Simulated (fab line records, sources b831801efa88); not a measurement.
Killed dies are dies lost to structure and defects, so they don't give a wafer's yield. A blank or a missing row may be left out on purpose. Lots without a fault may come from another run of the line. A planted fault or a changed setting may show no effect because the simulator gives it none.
One fault seen from 2 desks | flow sfq_line | each desk has only its own numbers; what lay behind them comes last

THE METROLOGY DESK
What the gauges read, lot by lot, whatever tool the lot ran on: means of the sampled wafers that have a number. A lot is out of limits, marked OUT, if its mean lies more than 4 standard deviations from the usual mean; the brackets give that distance.
Columns: A = M4_NB_RS at SFQ_M4_RS_MEAS_924, usual 0.888 ohm/sq
lot  | first seen here | A
L838 | day 49 12:45    | 0.881
L840 | day 49 19:56    | 0.889
L842 | day 50 00:46    | 0.884
L843 | day 50 04:28    | 0.899
L844 | day 50 05:43    | 0.905
L845 | day 50 08:04    | 0.874
L846 | day 50 10:28    | 0.891
L850 | day 50 23:11    | 0.899
L851 | day 50 23:47    | 0.882
L852 | day 51 00:59    | 0.890
L853 | day 51 04:35    | 0.897
L856 | day 51 08:11    | 0.815 (-6.7) OUT
L860 | day 52 10:44    | 0.883
L861 | day 52 13:06    | 0.817 (-6.5) OUT
This desk's finding: out of limits on L856, L861; first on L856, day 51 08:11 (M4_NB_RS at SFQ_M4_RS_MEAS_924). In limits: L838, L840, L842, L843, L844, L845, L846, L850, L851, L852, L853, L860.

THE TOOL OWNER'S DESK: pvd_sputter-03
The tool's own readings at SFQ_TRILAYER_M4_DEP_SPUTTER_091 (material Nb, target thk 200 nm, time 133.3 s): means of the sampled wafers that have a number, for each lot that ran on this tool. A lot is out of limits, marked OUT, if its mean lies more than 4 standard deviations from the usual mean; the brackets give that distance.
Columns: A = cathode_dc_power_W at SFQ_TRILAYER_M4_DEP_SPUTTER_091, usual 2000.0 W; B = throttle_valve_pct at SFQ_TRILAYER_M4_DEP_SPUTTER_091, usual 30.1 %
lot  | first seen here | A                        | B
L844 | day 50 05:34    | 2000.1                   | 30.1
L850 | day 50 23:05    | 2000.1                   | 30.9
L853 | day 51 04:29    | 2000.3                   | 30.2
L856 | day 51 08:05    | 2205.9 (+99 or more) OUT | 30.3
L861 | day 52 13:01    | 2205.6 (+99 or more) OUT | 30.5
This desk's finding: out of limits on L856, L861; first on L856, day 51 08:05 (cathode_dc_power_W at SFQ_TRILAYER_M4_DEP_SPUTTER_091). In limits: L844, L850, L853.

PUT TOGETHER
The tool owner's desk could have raised an alarm at day 51 08:05, on L856, L861.
The metrology desk could have raised an alarm at day 51 08:11, on L856, L861.
Of the lots named, all ran SFQ_TRILAYER_M4_DEP_SPUTTER_091 on pvd_sputter-03.

WHAT THE SIMULATOR HAD PUT IN
Process parameter drift: pvd_sputter-03, from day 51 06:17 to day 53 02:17, at SFQ_TRILAYER_M4_DEP_SPUTTER_091. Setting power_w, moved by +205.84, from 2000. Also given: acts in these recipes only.
Lots struck among those shown: L856, L861.
Hours from the fault's start to each desk's first reading out of limits: the tool owner's desk, 2; the metrology desk, 2.
